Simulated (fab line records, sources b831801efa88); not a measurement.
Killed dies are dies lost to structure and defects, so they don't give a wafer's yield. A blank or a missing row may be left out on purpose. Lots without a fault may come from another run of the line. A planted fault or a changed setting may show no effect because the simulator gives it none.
Problem report in the 8D (eight disciplines) form, filled by code | flow sfq_line | the parts of the form that need people (team, actions taken, sign-off) are left out

1. THE PROBLEM
M7_NB_RS at SFQ_M7_RS_MEAS_943 reads a mean of 0.766 ohm/sq on 2 wafers of 2 lots; wafers without a fault read 0.891 ohm/sq with a standard deviation of 0.012. That is -10 standard deviations from the usual mean.
The step: measures by four-point-probe.
First seen on wafer L313.3, day 74 15:51, on film_metro-03. The record holds 42 wafers of 14 lots with a number at this step. Rule for "out", or "out of limits": more than 4 standard deviations from the usual mean. The other wafers with a number count as sound.

2. WHAT IT IS AND WHAT IT IS NOT
question                    | is                           | is not
which readings at this step | M7_NB_RS                     | -
which lots                  | L313, L316                   | L298, L299, L302, L304, L306, L308, L309, L310, L311, L312, L317, L321
which wafers of those lots  | L313.3, L316.3               | L313.4, L313.5, L316.1, L316.5
read on which gauges        | film_metro-02, film_metro-03 | film_metro-01
when                        | from day 74 15:51            | up to then (32 sound wafers); but 8 sound wafers of L316, L317, L321 came after

3. SUSPECTS, AND WHAT RULES EACH OUT
Counting: a tool at a process step up to the reading stays a suspect if it ran every lot that is out. Sound lots after the first of them don't rule it out here, since some wafers of a struck lot are sound.
- the gauge at SFQ_M7_RS_MEAS_943: ruled out. The wafers that are out were read on 2 gauges (film_metro-02, film_metro-03).
- pvd_sputter-04 at SFQ_TRILAYER_M7_DEP_SPUTTER_175 (material Nb, target thk 200 nm, time 133.3 s): kept. It ran every lot that is out, first L313 (day 74 15:43); its last sound lot up to then is L310 (day 74 11:57).
Left after counting: pvd_sputter-04 at SFQ_TRILAYER_M7_DEP_SPUTTER_175.

4. THE CAUSE (what the simulator had put in)
Process parameter drift: pvd_sputter-04, from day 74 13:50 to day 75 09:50, at SFQ_TRILAYER_M7_DEP_SPUTTER_175. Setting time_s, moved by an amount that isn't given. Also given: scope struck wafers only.
Counting left only this tool.

5. THE CHAIN OF EFFECTS, in route order
Each row: a reading whose mean over the struck wafers that have a number lies more than 3 standard deviations from the usual. Only readings for which the record gives a usual standard deviation are gone through. hours: the time from each lot's start at the first step in this table that gives one to its start at this step, as a median over the lots. sigmas: the change in usual standard deviations.
hours | step                                | reading        | usual        | on struck wafers | change | sigmas
0     | SFQ_M7_RS_MEAS_943                  | M7_NB_RS       | 0.891 ohm/sq | 0.766            | -0.125 | -10
87    | SFQ_TRILAYER_M7_ETCH_METAL_ETCH_180 | oes_product_au | 0.893 a.u.   | 0.974            | +0.081 | +10
The process steps in it:
- SFQ_TRILAYER_M7_ETCH_METAL_ETCH_180: etches Nb in Cl2/Ar, stops on SiO2, target depth 240 nm, time 120 s.

6. WHAT WOULD HAVE CAUGHT IT SOONER
In this record the first reading out of limits at a measuring or inspecting step was taken at day 74 15:51, 2 hours after the fault began at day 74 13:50.
Of the tool readings at SFQ_TRILAYER_M7_DEP_SPUTTER_175 for which the record gives a usual standard deviation, none was out on any struck wafer, so an alarm limit of 4 standard deviations on them would not have fired.
Of the lots that are out (2), L316 began SFQ_TRILAYER_M7_DEP_SPUTTER_175 on pvd_sputter-04 after day 74 15:51. A hold on the tool at that time would have spared it.
